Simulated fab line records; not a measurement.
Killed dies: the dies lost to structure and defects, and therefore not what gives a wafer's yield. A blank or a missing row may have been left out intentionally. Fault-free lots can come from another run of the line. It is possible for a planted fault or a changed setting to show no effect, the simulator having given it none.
Which tool was responsible? / flow gf180mcu / 12 lots with 36 wafers sampled at 5 steps, on a route of 602 steps

== WHAT EACH GAUGE READ, for each wafer ==
GF_V2_THK_MEAS_01. Usual: V2_CVD_00_THK 603 nm, standard deviation 6.3.
lot=L934; measured=day 19 12:16; on=filmMetro-02; V2_CVD_00_THK (nm)=598 601 609; flag=
lot=L935; measured=day 19 21:07; on=filmMetro-01; V2_CVD_00_THK (nm)=604 597 607; flag=
lot=L936; measured=day 20 06:37; on=filmMetro-02; V2_CVD_00_THK (nm)=589 596 595; flag=
lot=L937; measured=day 20 14:44; on=filmMetro-01; V2_CVD_00_THK (nm)=608 600 605; flag=
lot=L938; measured=day 21 00:36; on=filmMetro-03; V2_CVD_00_THK (nm)=607 594 590; flag=
lot=L939; measured=day 21 13:29; on=filmMetro-02; V2_CVD_00_THK (nm)=599 601 591; flag=
lot=L940; measured=day 21 23:14; on=filmMetro-01; V2_CVD_00_THK (nm)=603 601 598; flag=
lot=L941; measured=day 22 06:38; on=filmMetro-01; V2_CVD_00_THK (nm)=607 607 602; flag=
lot=L942; measured=day 23 04:17; on=filmMetro-02; V2_CVD_00_THK (nm)=610 604 599; flag=
lot=L944; measured=day 23 15:56; on=filmMetro-02; V2_CVD_00_THK (nm)=602 603 606; flag=
lot=L948; measured=day 24 21:41; on=filmMetro-01; V2_CVD_00_THK (nm)=605 605 474; flag=OFF
lot=L953; measured=day 26 03:44; on=filmMetro-03; V2_CVD_00_THK (nm)=604 601 609; flag=

== WHAT TOOL EACH LOT RAN ON (gives the tool, then ch and the chambers of the sampled wafers, and finally the start) ==
lot=L934; GF_V1_ETCH_16=rieDiel-01 ch 0,3, day 18 09:28; GF_V1_STRIP_18=plasmaAsher-02 ch 0, day 18 09:36; GF_M2_SPUTTER_01=pvdSputter-04, day 18 10:56; GF_V2_CVD_00=hdpcvd-01 ch 0,1, day 19 12:10
lot=L935; GF_V1_ETCH_16=rieDiel-03 ch 1,2, day 18 18:29; GF_V1_STRIP_18=plasmaAsher-03 ch 0,1, day 18 18:37; GF_M2_SPUTTER_01=pvdSputter-04, day 18 19:57; GF_V2_CVD_00=hdpcvd-01 ch 0,2, day 19 21:01
lot=L936; GF_V1_ETCH_16=rieDiel-04 ch 0,2,3, day 19 04:27; GF_V1_STRIP_18=plasmaAsher-02 ch 0,1, day 19 04:37; GF_M2_SPUTTER_01=pvdSputter-03, day 19 05:55; GF_V2_CVD_00=hdpcvd-02 ch 0,2, day 20 06:31
lot=L937; GF_V1_ETCH_16=rieDiel-01 ch 0,3, day 19 11:28; GF_V1_STRIP_18=plasmaAsher-02 ch 0,1, day 19 11:36; GF_M2_SPUTTER_01=pvdSputter-01, day 19 12:58; GF_V2_CVD_00=hdpcvd-01 ch 0,1,2, day 20 14:40
lot=L938; GF_V1_ETCH_16=rieDiel-01 ch 2,3, day 19 21:28; GF_V1_STRIP_18=plasmaAsher-03 ch 0,1, day 19 21:38; GF_M2_SPUTTER_01=pvdSputter-03, day 19 22:58; GF_V2_CVD_00=hdpcvd-02 ch 0,1,2, day 21 00:32
lot=L939; GF_V1_ETCH_16=rieDiel-01 ch 1,2,3, day 20 10:59; GF_V1_STRIP_18=plasmaAsher-04 ch 0,1, day 20 11:07; GF_M2_SPUTTER_01=pvdSputter-01, day 20 12:47; GF_V2_CVD_00=hdpcvd-01 ch 0,1,2, day 21 13:25
lot=L940; GF_V1_ETCH_16=rieDiel-01 ch 2,3, day 20 20:43; GF_V1_STRIP_18=plasmaAsher-04 ch 0,1, day 20 20:53; GF_M2_SPUTTER_01=pvdSputter-04, day 20 22:16; GF_V2_CVD_00=hdpcvd-01 ch 0,1,2, day 21 23:09
lot=L941; GF_V1_ETCH_16=rieDiel-03 ch 0,1,2, day 21 04:42; GF_V1_STRIP_18=plasmaAsher-02 ch 0,1, day 21 04:50; GF_M2_SPUTTER_01=pvdSputter-01, day 21 06:10; GF_V2_CVD_00=hdpcvd-02 ch 0,2, day 22 06:33
lot=L942; GF_V1_ETCH_16=rieDiel-03 ch 1,2,3, day 22 03:08; GF_V1_STRIP_18=plasmaAsher-04 ch 0,1, day 22 03:16; GF_M2_SPUTTER_01=pvdSputter-01, day 22 04:35; GF_V2_CVD_00=hdpcvd-02 ch 0,1, day 23 04:13
lot=L944; GF_V1_ETCH_16=rieDiel-01 ch 0,2,3, day 22 14:29; GF_V1_STRIP_18=plasmaAsher-02 ch 0,1, day 22 14:37; GF_M2_SPUTTER_01=pvdSputter-03, day 22 15:56; GF_V2_CVD_00=hdpcvd-02 ch 0,2, day 23 15:49
lot=L948; GF_V1_ETCH_16=rieDiel-03 ch 1,2, day 23 21:10; GF_V1_STRIP_18=plasmaAsher-04 ch 0,1, day 23 21:20; GF_M2_SPUTTER_01=pvdSputter-01, day 23 22:38; GF_V2_CVD_00=hdpcvd-02 ch 0,1,2, day 24 21:37
lot=L953; GF_V1_ETCH_16=rieDiel-04 ch 1,2,3, day 25 03:43; GF_V1_STRIP_18=plasmaAsher-04 ch 0,1, day 25 03:51; GF_M2_SPUTTER_01=pvdSputter-01, day 25 05:21; GF_V2_CVD_00=hdpcvd-01 ch 0,1,2, day 26 03:40
- GF_V1_ETCH_16: etches BARC in N2/H2.
- GF_V1_STRIP_18: strips in O2/N2.
- GF_M2_SPUTTER_01: material TiN, target thk 30 nm, time 25 s.
- GF_V2_CVD_00: deposits SiO2, target thk 600 nm, time 100 s.

== AS READ BY THE TOOLS THEMSELVES (means over the sampled wafers that have a number; for cases with no such wafer, the mark the record gives instead) ==
GF_V1_ETCH_16. Usual: drypumpMotorCurrentA 5.8 A, standard deviation 0.44; h2FlowSccm 200.0 sccm, standard deviation 0.61; oesProductAu 0.855 a.u., standard deviation 0.0048; throttleValvePct 13.224 %, standard deviation 0.0086.
lot=L934; tool=rieDiel-01; drypumpMotorCurrentA (A)=6.0; h2FlowSccm (sccm)=199.1; oesProductAu (a.u.)=0.855; throttleValvePct (%)=13.229; flag=
lot=L935; tool=rieDiel-03; drypumpMotorCurrentA (A)=5.8; h2FlowSccm (sccm)=199.9; oesProductAu (a.u.)=0.851; throttleValvePct (%)=13.232; flag=
lot=L936; tool=rieDiel-04; drypumpMotorCurrentA (A)=5.8; h2FlowSccm (sccm)=200.2; oesProductAu (a.u.)=0.852; throttleValvePct (%)=13.226; flag=
lot=L937; tool=rieDiel-01; drypumpMotorCurrentA (A)=6.2; h2FlowSccm (sccm)=200.2; oesProductAu (a.u.)=0.862; throttleValvePct (%)=13.225; flag=
lot=L938; tool=rieDiel-01; drypumpMotorCurrentA (A)=5.9; h2FlowSccm (sccm)=200.0; oesProductAu (a.u.)=0.856; throttleValvePct (%)=13.231; flag=
lot=L939; tool=rieDiel-01; drypumpMotorCurrentA (A)=6.0; h2FlowSccm (sccm)=200.0; oesProductAu (a.u.)=0.857; throttleValvePct (%)=13.223; flag=
lot=L940; tool=rieDiel-01; drypumpMotorCurrentA (A)=5.9; h2FlowSccm (sccm)=200.2; oesProductAu (a.u.)=0.855; throttleValvePct (%)=13.224; flag=
lot=L941; tool=rieDiel-03; drypumpMotorCurrentA (A)=5.6; h2FlowSccm (sccm)=200.1; oesProductAu (a.u.)=0.854; throttleValvePct (%)=13.224; flag=
lot=L942; tool=rieDiel-03; drypumpMotorCurrentA (A)=5.7; h2FlowSccm (sccm)=200.0; oesProductAu (a.u.)=0.854; throttleValvePct (%)=13.220; flag=
lot=L944; tool=rieDiel-01; drypumpMotorCurrentA (A)=6.0; h2FlowSccm (sccm)=200.5; oesProductAu (a.u.)=0.855; throttleValvePct (%)=13.219; flag=
lot=L948; tool=rieDiel-03; drypumpMotorCurrentA (A)=5.3; h2FlowSccm (sccm)=200.2; oesProductAu (a.u.)=0.852; throttleValvePct (%)=13.231; flag=
lot=L953; tool=rieDiel-04; drypumpMotorCurrentA (A)=5.4; h2FlowSccm (sccm)=199.4; oesProductAu (a.u.)=0.851; throttleValvePct (%)=13.226; flag=

GF_V1_STRIP_18. Usual: drypumpMotorCurrentA 5.8 A, standard deviation 0.49; heaterPowerW 325 W, standard deviation 28; oesProductAu 0.592 a.u., standard deviation 0.005.
lot=L934; tool=plasmaAsher-02; drypumpMotorCurrentA (A)=6.2; heaterPowerW (W)=322; oesProductAu (a.u.)=0.591; flag=
lot=L935; tool=plasmaAsher-03; drypumpMotorCurrentA (A)=5.3; heaterPowerW (W)=337; oesProductAu (a.u.)=0.600; flag=
lot=L936; tool=plasmaAsher-02; drypumpMotorCurrentA (A)=5.9; heaterPowerW (W)=363; oesProductAu (a.u.)=0.594; flag=
lot=L937; tool=plasmaAsher-02; drypumpMotorCurrentA (A)=5.9; heaterPowerW (W)=362; oesProductAu (a.u.)=0.594; flag=
lot=L938; tool=plasmaAsher-03; drypumpMotorCurrentA (A)=5.3; heaterPowerW (W)=338; oesProductAu (a.u.)=0.600; flag=
lot=L939; tool=plasmaAsher-04; drypumpMotorCurrentA (A)=5.8; heaterPowerW (W)=300; oesProductAu (a.u.)=0.595; flag=
lot=L940; tool=plasmaAsher-04; drypumpMotorCurrentA (A)=6.1; heaterPowerW (W)=302; oesProductAu (a.u.)=0.592; flag=
lot=L941; tool=plasmaAsher-02; drypumpMotorCurrentA (A)=5.9; heaterPowerW (W)=362; oesProductAu (a.u.)=0.594; flag=
lot=L942; tool=plasmaAsher-04; drypumpMotorCurrentA (A)=5.8; heaterPowerW (W)=302; oesProductAu (a.u.)=0.593; flag=
lot=L944; tool=plasmaAsher-02; drypumpMotorCurrentA (A)=5.9; heaterPowerW (W)=361; oesProductAu (a.u.)=0.589; flag=
lot=L948; tool=plasmaAsher-04; drypumpMotorCurrentA (A)=5.8; heaterPowerW (W)=300; oesProductAu (a.u.)=0.592; flag=
lot=L953; tool=plasmaAsher-04; drypumpMotorCurrentA (A)=5.8; heaterPowerW (W)=305; oesProductAu (a.u.)=0.588; flag=

GF_M2_SPUTTER_01. Usual: throttleValvePct 29.8 %, standard deviation 1.
lot=L934; tool=pvdSputter-04; throttleValvePct (%)=30.3; flag=
lot=L935; tool=pvdSputter-04; throttleValvePct (%)=29.8; flag=
lot=L936; tool=pvdSputter-03; throttleValvePct (%)=29.3; flag=
lot=L937; tool=pvdSputter-01; throttleValvePct (%)=29.6; flag=
lot=L938; tool=pvdSputter-03; throttleValvePct (%)=30.7; flag=
lot=L939; tool=pvdSputter-01; throttleValvePct (%)=29.4; flag=
lot=L940; tool=pvdSputter-04; throttleValvePct (%)=30.3; flag=
lot=L941; tool=pvdSputter-01; throttleValvePct (%)=29.6; flag=
lot=L942; tool=pvdSputter-01; throttleValvePct (%)=29.5; flag=
lot=L944; tool=pvdSputter-03; throttleValvePct (%)=29.5; flag=
lot=L948; tool=pvdSputter-01; throttleValvePct (%)=29.5; flag=
lot=L953; tool=pvdSputter-01; throttleValvePct (%)=29.3; flag=

GF_V2_CVD_00. Usual: sih4FlowSccm 59.98 sccm, standard deviation 0.16.
lot=L934; tool=hdpcvd-01; sih4FlowSccm (sccm)=60.15; flag=
lot=L935; tool=hdpcvd-01; sih4FlowSccm (sccm)=59.91; flag=
lot=L936; tool=hdpcvd-02; sih4FlowSccm (sccm)=59.88; flag=
lot=L937; tool=hdpcvd-01; sih4FlowSccm (sccm)=59.96; flag=
lot=L938; tool=hdpcvd-02; sih4FlowSccm (sccm)=59.99; flag=
lot=L939; tool=hdpcvd-01; sih4FlowSccm (sccm)=60.10; flag=
lot=L940; tool=hdpcvd-01; sih4FlowSccm (sccm)=60.06; flag=
lot=L941; tool=hdpcvd-02; sih4FlowSccm (sccm)=59.85; flag=
lot=L942; tool=hdpcvd-02; sih4FlowSccm (sccm)=59.76; flag=
lot=L944; tool=hdpcvd-02; sih4FlowSccm (sccm)=60.00; flag=
lot=L948; tool=hdpcvd-02; sih4FlowSccm (sccm)=55.88; flag=OFF
lot=L953; tool=hdpcvd-01; sih4FlowSccm (sccm)=59.97; flag=

== THE ANSWER, worked out from the rows above alone ==
Rule: a lot counts as off when the mean over its wafers that have a number is more than 3 standard deviations away from the usual mean. Also off: a lot with no number at a reading for which 4 or more lots have one. The other lots that the step has rows for count as sound. The gauges are gone through in route order, then the tools' own readings, and for those a lot's mean is taken as printed above. The first step at which some lot is off is used, and at that step the reading that is off furthest; a lot without a number counts as furthest.
Off: at GF_V2_THK_MEAS_01 (V2_CVD_00_THK), L948.
A tool fits if, at a process step before that reading, it ran every lot that is off, and no sound lot after the first of them. The gauges at GF_V2_THK_MEAS_01 aren't tried: what is off there is off at GF_V2_CVD_00 too, on other tools, and a gauge's error can't cause that. Undecided on this evidence; 2 tools fit (rieDiel-03 at GF_V1_ETCH_16, hdpcvd-02 at GF_V2_CVD_00).

== WHAT WAS PUT IN BY THE SIMULATOR ==
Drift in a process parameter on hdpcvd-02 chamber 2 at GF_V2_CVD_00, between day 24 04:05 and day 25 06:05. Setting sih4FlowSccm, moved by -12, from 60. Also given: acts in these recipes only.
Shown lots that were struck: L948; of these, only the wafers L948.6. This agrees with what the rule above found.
